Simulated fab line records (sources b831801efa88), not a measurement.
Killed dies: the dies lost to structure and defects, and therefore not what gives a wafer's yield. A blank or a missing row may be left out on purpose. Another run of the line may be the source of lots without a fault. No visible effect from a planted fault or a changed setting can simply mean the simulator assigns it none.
fab line records | flow sky130
record lots=15 wafers=45 last-day=50
route steps=708 shown NWELL@78 VT_ADJUST_PCH@147 LOCAL_INTERCONNECT@387 METAL1@452
lots untouched by any fault: they come from a run of this same line in which no faults occurred
start-h: the number of hours between the record's first day and the start of the first shown wafer of the lot | wait-h: hours since the lot's step before | " same as the row above | L1.1+2: a single row standing in for several wafers | - value missing, or start not given | * or withheld: withheld | < > ~ a bound
route shown NAME@n: NAME is a module with steps in the file, n the number in the route of the first one | usual: mean and standard deviation over wafers with no fault | same: alike in all rows | chamber/n: place in a boat | sites: per-site readings | _std_site: their standard deviation | _edge_site: the outer-site mean with the inner-site mean subtracted | radius-mm: how far each site lies from the wafer's centre | mask NAME#n: copy n | behind: tool/chamber where the wafer was last shaped | hold: reason for holding the lot/hours on hold/outcome of the hold | device: whichever transistor did not switch (one of n, p or np) | end of line: tests run on the same wafers once the route is complete | for a step that has no rows: nothing shown but its recipe | killed: dies lost to structure and defects at the first sort, not the wafer's yield | map: dies across one wafer; x = killed, . = not, _ = none there
set.NAME: the setting the step ran with; set.NAME@STEP: the setting that earlier step ran with | model.NAME: the simulator's own value behind a step, which no gauge read
a sample of lots followed through the steps of the route, with each step as a table and each wafer as a row
services: when a tool's chamber went out of use (start-h, in hours from the record's first day, below 0 if earlier), for how many hours, and the reason
## steps
# step SKY_NWELL_STRIP_25
# recipe chemistry=O2/N2 power-w=1400 pressure-mtorr=1500 platen-temp-c=withheld o2-flow-sccm=3000 n2-flow-sccm=300 overash-fraction=0.5
# usual drypump-motor-current-A=5.9/0.36 oes-product-au=0.722/0.0045 strip-time-to-endpoint-s=36.95/0.1
# columns lot.wafer tool chamber start-h wait-h drypump-motor-current-A oes-product-au rf-hours-counter-h strip-time-to-endpoint-s
L639.1 plasma-asher-04 0 105.00 0.1 5.3 0.721 28 36.94
L639.5 " 1 " " 5.9 0.730 - 36.92
L639.6 " 0 " " 5.3 0.716 - 36.81
L641.3 plasma-asher-04 1 116.29 0.1 5.9 0.718 - 36.91
L641.4 " 0 " " 5.2 0.726 - 36.99
L641.5 " 1 " " 5.8 0.726 - 36.84
L642.3 plasma-asher-03 1 119.15 0.1 6.1 0.727 - 37.00
L642.4 " 0 " " 6.4 0.723 - 36.95
L642.6 " 0 " " 6.4 0.720 - 37.01
L643.1 plasma-asher-02 1 123.60 0.1 5.6 0.726 1 37.06
L643.2 " 0 " " 5.8 0.725 1 37.01
L643.3 " 1 " " 5.6 0.728 - 36.88
L645.3 plasma-asher-03 0 135.85 0.1 6.4 0.718 - 36.83
L645.4 " 1 " " 6.0 0.723 - 36.80
L645.5 " 1 " " 6.0 0.734 - 36.96
L646.1 plasma-asher-04 0 159.81 0.1 5.3 0.737 33 36.80
L646.3 " 1 " " 5.9 0.716 - 36.91
L646.6 " 0 " " 5.3 0.729 - 36.90
L647.2 plasma-asher-03 1 160.52 0.1 6.0 0.718 47 36.98
L647.3 " 0 " " 6.4 0.733 - 36.96
L647.6 " 0 " " 6.4 0.721 - 36.92
L648.2 plasma-asher-02 1 160.87 0.1 5.6 0.729 4 36.98
L648.4 " 0 " " 5.8 0.724 - 36.96
L648.6 " 0 " " 5.8 0.724 - 37.07
L655.2 plasma-asher-03 1 207.52 0.1 6.0 0.724 51 36.84
L655.3 " 0 " " 6.4 0.718 - 36.83
L655.5 " 0 " " 6.4 0.726 - 36.85
L656.2 plasma-asher-02 1 210.12 0.1 5.6 0.723 9 36.86
L656.4 " 0 " " 5.8 0.720 - 37.04
L656.5 " 0 " " 5.8 0.719 - 37.07
L657.2 plasma-asher-04 1 211.35 0.1 5.8 0.721 38 36.97
L657.4 " 1 " " 5.8 0.725 - 37.02
L657.5 " 1 " " 5.8 0.730 - 36.99
L658.1 plasma-asher-03 0 217.32 0.1 6.4 0.721 52 37.15
L658.2 " 1 " " 6.0 0.724 52 37.09
L658.4 " 1 " " 6.0 0.728 - 37.12
L659.1 plasma-asher-02 1 225.41 0.1 5.6 0.723 10 36.90
L659.2 " 0 " " 5.8 0.717 10 36.94
L659.6 " 1 " " 5.6 0.714 - 36.85
L660.1 plasma-asher-03 1 233.62 0.1 6.0 0.720 54 36.85
L660.2 " 0 " " 6.4 0.727 54 36.93
L660.3 " 0 " " 6.4 0.723 - 36.87
L662.1 plasma-asher-03 1 244.91 0.1 6.0 0.723 55 37.08
L662.5 " 1 " " 6.0 0.725 - 37.07
L662.6 " 0 " " 6.4 0.729 - 37.08
# step SKY_VT_ADJUST_PCH_EXPOSE_04
# recipe mask-id=NWM na=0.6 source-shape=conventional sigma-outer=0.6 polarization=unpolarized target-cd-nm=840 dose-mj=255
# usual exposure-dose-mJ-cm2=255.08/0.25 focus-offset-nm=-0.1/0.59
# columns lot.wafer tool chamber start-h wait-h mask exposure-dose-mJ-cm2 focus-offset-nm
L639.1 iline-stepper-02 0 216.85 - NWM#0 254.82 1.3
L639.5 " 0 " " NWM#0 255.12 0.0
L639.6 " 0 " " NWM#0 255.08 -0.8
L641.3 iline-stepper-02 0 231.25 - NWM#0 255.19 0.2
L641.4 " 0 " " NWM#0 255.16 -0.8
L641.5 " 0 " " NWM#0 254.94 -0.7
L642.3 iline-stepper-02 0 233.20 - NWM#0 255.08 0.0
L642.4 " 0 " " NWM#0 254.91 -0.2
L642.6 " 0 " " NWM#0 255.18 -0.9
L643.1 iline-stepper-01 0 241.80 - NWM#0 255.37 0.2
L643.2 " 0 " " NWM#0 255.20 -0.3
L643.3 " 0 " " NWM#0 255.58 -0.1
L645.3 iline-stepper-01 - 256.96 - NWM#0 - -
L645.4 " - " " NWM#0 - -
L645.5 " - " " NWM#0 - -
L646.1 iline-stepper-01 - 281.77 - NWM#0 - -
L646.3 " - " " NWM#0 - -
L646.6 " - " " NWM#0 - -
L647.2 iline-stepper-02 - 282.67 - NWM#0 - -
L647.3 " - " " NWM#0 - -
L647.6 " - " " NWM#0 - -
L648.2 iline-stepper-01 0 282.91 - NWM#0 255.10 0.3
L648.4 " 0 " " NWM#0 255.26 -0.4
L648.6 " 0 " " NWM#0 254.93 -0.1
L655.2 iline-stepper-01 0 329.83 - NWM#0 255.35 0.7
L655.3 " 0 " " NWM#0 255.79 0.6
L655.5 " 0 " " NWM#0 255.20 0.5
L656.2 iline-stepper-01 0 332.00 - NWM#0 255.19 -0.2
L656.4 " 0 " " NWM#0 254.75 0.2
L656.5 " 0 " " NWM#0 255.05 1.2
L657.2 iline-stepper-02 0 333.57 - NWM#0 254.61 -0.7
L657.4 " 0 " " NWM#0 255.24 -1.0
L657.5 " 0 " " NWM#0 254.92 -0.4
L658.1 iline-stepper-01 0 340.80 - NWM#0 254.98 0.3
L658.2 " 0 " " NWM#0 254.96 0.5
L658.4 " 0 " " NWM#0 255.01 -0.5
L659.1 iline-stepper-02 0 346.55 - NWM#0 255.75 -1.3
L659.2 " 0 " " NWM#0 255.08 -0.3
L659.6 " 0 " " NWM#0 255.39 -0.6
L660.1 iline-stepper-02 0 360.58 - NWM#0 254.74 -0.3
L660.2 " 0 " " NWM#0 254.67 0.4
L660.3 " 0 " " NWM#0 254.96 0.3
L662.1 iline-stepper-01 0 373.42 - NWM#0 255.23 -0.1
L662.5 " 0 " " NWM#0 254.87 0.0
L662.6 " 0 " " NWM#0 254.68 -0.2
# step SKY_LOCAL_INTERCONNECT_SPUTTER_00
# recipe material=TiN target-thk-nm=100 temp-c=300 power-w=6500 time-s=83.3 chamber-pressure-pa=0.4
# usual susceptor-temp-C=300.03/0.19 throttle-valve-pct=30.2/1.5
# columns lot.wafer tool chamber start-h wait-h susceptor-temp-C throttle-valve-pct
L639.1 pvd-sputter-03 - 671.34 0.1 300.03 27.3
L639.5 " - " " 299.77 27.1
L639.6 " - " " 300.10 29.7
L641.3 pvd-sputter-03 - 685.63 0.1 299.78 27.4
L641.4 " - " " 300.06 30.0
L641.5 " - " " 299.97 27.7
L642.3 pvd-sputter-03 - 689.38 0.2 299.67 30.6
L642.4 " - " " 299.80 27.2
L642.6 " - " " 300.16 29.7
L643.1 pvd-sputter-03 - 693.81 0.1 300.03 27.5
L643.2 " - " " 300.28 32.1
L643.3 " - " " 299.99 30.1
L645.3 pvd-sputter-03 - 714.19 0.1 299.67 30.4
L645.4 " - " " 300.06 29.7
L645.5 " - " " 299.81 30.3
L646.1 pvd-sputter-01 - 737.61 0.1 299.95 29.9
L646.3 " - " " 300.20 30.9
L646.6 " - " " 299.96 29.5
L647.2 pvd-sputter-02 - 744.95 0.2 300.08 28.6
L647.3 " - " " 300.18 29.9
L647.6 " - " " 299.90 28.4
L648.2 pvd-sputter-03 - 745.29 0.1 300.07 30.3
L648.4 " - " " 299.92 31.8
L648.6 " - " " 299.80 27.2
L657.2 pvd-sputter-03 - 806.90 0.1 299.94 32.0
L657.4 " - " " 300.14 29.7
L657.5 " - " " 299.95 32.1
L655.2 pvd-sputter-01 - 809.58 0.2 300.27 31.2
L655.3 " - " " 300.09 33.5
L655.5 " - " " 300.09 31.1
L656.2 pvd-sputter-03 - 810.89 0.2 300.25 31.9
L656.4 " - " " 300.42 30.3
L656.5 " - " " 300.07 29.8
L658.1 pvd-sputter-01 - 816.45 0.2 299.93 31.0
L658.2 " - " " 299.88 33.2
L658.4 " - " " 299.95 31.0
L659.1 pvd-sputter-02 - 822.20 0.2 299.78 29.9
L659.2 " - " " 299.94 30.1
L659.6 " - " " 299.97 29.8
L660.1 pvd-sputter-02 - 832.59 0.1 300.08 28.4
L660.2 " - " " 300.22 29.8
L660.3 " - " " 299.92 29.9
L662.1 pvd-sputter-01 - 847.60 0.1 299.81 29.7
L662.5 " - " " 299.99 31.0
L662.6 " - " " 299.94 31.1
# step SKY_METAL1_ETCH_18
# recipe chemistry=N2/H2 target=BARC ion-energy-ev=200 bias-w=100 pressure-mtorr=30 n2-flow-sccm=100 h2-flow-sccm=200 icp-w=500 stop-on=SiO2 time-s=45.9 target-depth-a=600
# usual drypump-motor-current-A=5.66/0.23 oes-product-au=0.854/0.0044 throttle-valve-pct=13.224/0.0091
# columns lot.wafer tool chamber start-h wait-h drypump-motor-current-A oes-product-au rf-hours-counter-h throttle-valve-pct
L639.1 rie-metal-03 1 761.66 0.0 5.62 0.868 1 13.226
L639.5 " 0 " " 5.68 0.858 - 13.229
L639.6 " 1 " " 5.59 0.856 - 13.234
L641.3 rie-metal-04 1 772.18 0.0 6.01 0.848 - 13.223
L641.4 " 0 " " 5.25 0.851 - 13.221
L641.5 " 1 " " 6.00 0.857 - 13.220
L642.3 rie-metal-04 0 777.02 0.0 5.28 0.856 - 13.229
L642.4 " 1 " " 6.00 0.848 - 13.213
L642.6 " 1 " " 5.99 0.856 - 13.220
L643.1 rie-metal-04 1 781.76 0.0 6.01 0.844 15 13.224
L643.2 " 0 " " 5.26 0.854 1 13.234
L643.3 " 0 " " 5.25 0.844 - 13.212
L645.3 rie-metal-04 0 801.98 0.0 5.26 0.860 - 13.222
L645.4 " 1 " " 5.99 0.855 - 13.230
L645.5 " 0 " " 5.28 0.851 - 13.233
L646.1 rie-metal-03 1 824.05 0.0 5.61 0.860 3 13.229
L646.3 " 0 " " 5.68 0.851 - 13.213
L646.6 " 0 " " 5.67 0.855 - 13.232
L647.2 rie-metal-03 0 830.70 0.0 5.72 0.852 15 13.227
L647.3 " 0 " " 5.72 0.850 - 13.234
L647.6 " 1 " " 5.63 0.845 - 13.227
L648.2 rie-metal-01 1 831.10 0.0 5.62 0.854 13 13.222
L648.4 " 0 " " 5.76 0.856 - 13.217
L648.6 " 1 " " 5.64 0.852 - 13.211
L657.2 rie-metal-04 0 888.71 0.0 5.28 0.854 5 13.224
L657.4 " 0 " " 5.26 0.860 - 13.229
L657.5 " 1 " " 5.99 0.845 - 13.221
L655.2 rie-metal-03 0 890.65 0.0 5.71 0.860 18 13.220
L655.3 " 0 " " 5.71 0.850 - 13.226
L655.5 " 0 " " 5.71 0.849 - 13.230
L656.2 rie-metal-04 0 893.30 0.0 5.29 0.855 5 13.218
L656.4 " 0 " " 5.28 0.858 - 13.249
L656.5 " 0 " " 5.28 0.857 - 13.232
L658.1 rie-metal-01 1 898.20 0.0 5.64 0.853 16 13.237
L658.2 " 0 " " 5.76 0.860 14 13.229
L658.4 " 1 " " 5.62 0.860 - 13.220
L659.1 rie-metal-01 1 903.35 0.0 5.64 0.847 16 13.228
L659.2 " 0 " " 5.74 0.856 15 13.215
L659.6 " 0 " " 5.75 0.855 - 13.227
L660.1 rie-metal-03 0 912.66 0.0 5.67 0.856 19 13.222
L660.2 " 1 " " 5.63 0.848 7 13.216
L660.3 " 1 " " 5.62 0.859 - 13.214
L662.1 rie-metal-04 0 926.61 0.0 5.28 0.853 6 13.220
L662.5 " 0 " " 5.32 0.856 - 13.210
L662.6 " 1 " " 6.01 0.857 - 13.219
## services
# columns tool chamber start-h hours kind
iline-stepper-01 - 86.07 1.7 pm
pvd-sputter-03 - 127.98 2.8 repair
iline-stepper-02 - 145.11 1.7 pm
iline-stepper-01 - 177.75 1.1 repair
iline-stepper-02 - 241.20 1.9 repair
iline-stepper-01 - 304.25 1.7 pm
rie-metal-04 0 330.22 2.2 repair
plasma-asher-03 - 348.15 7.2 repair
iline-stepper-02 - 363.22 1.7 pm
pvd-sputter-03 - 388.73 1.1 repair
pvd-sputter-03 - 400.42 6.5 repair
pvd-sputter-03 - 410.50 5.9 repair
iline-stepper-01 - 438.61 2.1 pm
pvd-sputter-03 - 441.08 3.4 repair
iline-stepper-01 - 522.50 1.7 pm
pvd-sputter-03 - 532.07 5.1 repair
pvd-sputter-03 - 540.67 3.5 repair
pvd-sputter-03 - 596.15 3.9 repair
iline-stepper-01 - 604.78 4.4 pm
iline-stepper-01 - 622.15 0.9 repair
pvd-sputter-03 - 654.35 0.7 repair
iline-stepper-01 - 740.61 1.7 pm
pvd-sputter-03 - 747.42 3.4 repair
pvd-sputter-03 - 766.28 2.5 repair
## key
first-sign step=SKY_VT_ADJUST_PCH_EXPOSE_04 reading=tool-record direction=missing
effect none on later readings
met-at SKY_VT_ADJUST_PCH_EXPOSE_04
struck-lots L645,L646,L647
sort-left-out L645.3,L645.4,L645.5,L646.1,L646.3,L646.6,L647.2,L647.3,L647.6
tester-left-out L645,L646,L647
not-acting-at SKY_NWELL_STRIP_25,SKY_LOCAL_INTERCONNECT_SPUTTER_00,SKY_METAL1_ETCH_18
onset-between 241.80 256.96
fault kind=skipped-step-whole tool=iline-stepper-01,iline-stepper-02 chamber=- onset-h=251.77 steps=SKY_VT_ADJUST_PCH_EXPOSE_04 scope=struck-lots-only
# tester-left-out: of these lots the tester's yield and bins aren't shown, on N5 and GAA mostly nor the transistor test; their killed dies are dies lost to structure and defects alone, not to doping, threshold or leakage, so they don't give the yield
# sort-left-out: the simulated sort isn't trusted on such a fault, so these wafers' sort isn't shown, and their yield isn't known
